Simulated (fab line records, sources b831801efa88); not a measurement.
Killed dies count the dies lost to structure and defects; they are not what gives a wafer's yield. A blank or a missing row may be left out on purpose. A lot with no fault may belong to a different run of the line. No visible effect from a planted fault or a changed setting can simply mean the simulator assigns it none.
Comparing a struck lot with a sound one	flow gf180mcu	15 out of 602 route steps
Sound: the wafers L842.4, L842.5, L842.6. Struck: wafers L850.1, L850.3, L850.5. The cause is named last.
Per side, at each step with rows, come the tool, then ch with its chambers, and then its first start. Under that, the readings that differ: sound wafers	struck wafers	difference of the means	sigmas: that difference in standard deviations of wafers without a fault.
alike: words and numbers the same on both sides, and readings whose means are apart by under 2 such deviations; not compared: readings that were withheld, readings missing a value for some wafer, numbers with overlapping values and no deviation given by the record, and bounds like >300 which may hide the same value.
The two part at a step that has a row with sigmas, a row that says differs or no value, or rows on one side only. When numbers do not overlap yet have no deviation, they are printed without sigmas and do not part them. A reading that every wafer of one side lacks parts them only if that side has two wafers or more.

first, 4 steps without rows for these wafers: GF_V2_SOFTBAKE_10 (time 60 s); GF_V2_EXPOSE_11 (exposes mask Via2, target cd 260 nm); GF_V2_PEB_12 (peb time 90 s); GF_V2_DEVELOP_13 (develop time 60 s).
GF_V2_CD_MEAS_14: the cd target is 260 nm.
  struck on cd sem-01, day 24 06:53; sound on cd sem-01, day 21 17:41
  alike: cd nm
GF_V2_OVL_MEAS_15:
  struck on overlay-01, day 24 07:00; sound on overlay-02, day 21 17:46
  alike: V2_OVL
GF_V2_ETCH_16: etches BARC in N2/H2.
  sound on rie diel-03 ch 2,3, day 21 17:47; struck on rie diel-04 ch 0,1,3, day 24 07:02
  alike: drypump motor current A, oes product au, throttle valve pct
GF_V2_ETCH_17: etches SiO2 in C4F8/O2/Ar, stops on TiN, target depth 630 nm.
  sound: rie diel-03 ch 2,3; struck: rie diel-04 ch 0,1,3
  alike: oes product au
GF_V2_STRIP_18: strips in O2/N2.
  sound on plasma asher-03 ch 0,1, day 21 17:57; struck on plasma asher-03 ch 0, day 24 07:10
  alike: drypump motor current A, heater power w, oes product au
  not compared: rf hours counter h
then, 2 steps without rows for these wafers: GF_V2_STRIP_19 (strips in post etch residue remover, time 1200 s); GF_V2_CLEAN_20 (cleans in DIW).
GF_V2_SPUTTER_21: material Ti, target thk 15 nm, time 80.02 s.
  struck on pvd sputter-02, day 24 07:41; sound on pvd sputter-03, day 21 18:27
  alike: cathode dc power W, chamber pressure pa, throttle valve pct
GF_V2_SPUTTER_22: material TiN, target thk 10 nm, time 40 s.
  struck on pvd sputter-02, day 24 07:46; sound on pvd sputter-03, day 21 18:31
  no value came back on the struck wafers for cathode dc power W (W), chamber pressure pa (Pa), throttle valve pct (%); on the sound wafers cathode dc power W (W) reads 4001.0 4000.8 4001.0
GF_V2_CVD_23: deposits W, target thk 350 nm, time 104.94 s.
  sound on cvd w-02 ch 0,1, day 21 18:35; struck on cvd w-01 ch 0, day 24 07:47
reading	sound	struck	difference	sigmas
heater power outer w (W)	481 549 498	664 677 662	+158	+2
heater power w (W)	778 913 762	966 962 986	+154	+2
-- the record jumps here: 8 days lie between the struck wafers' starts before and after (it left off in module V2 and takes up again in module PASSIVATION, whose first step shown is number 602 of the route) --
GF_PASSIVATION_PROBE_99:
  only the struck wafers here have rows in the record (prober-02, day 32 06:26); the sound ones have none

WHERE THEY PART
Last at GF_PASSIVATION_PROBE_99 as far as this record goes, first at GF_V2_SPUTTER_22.

WHY: the cause the simulator had injected
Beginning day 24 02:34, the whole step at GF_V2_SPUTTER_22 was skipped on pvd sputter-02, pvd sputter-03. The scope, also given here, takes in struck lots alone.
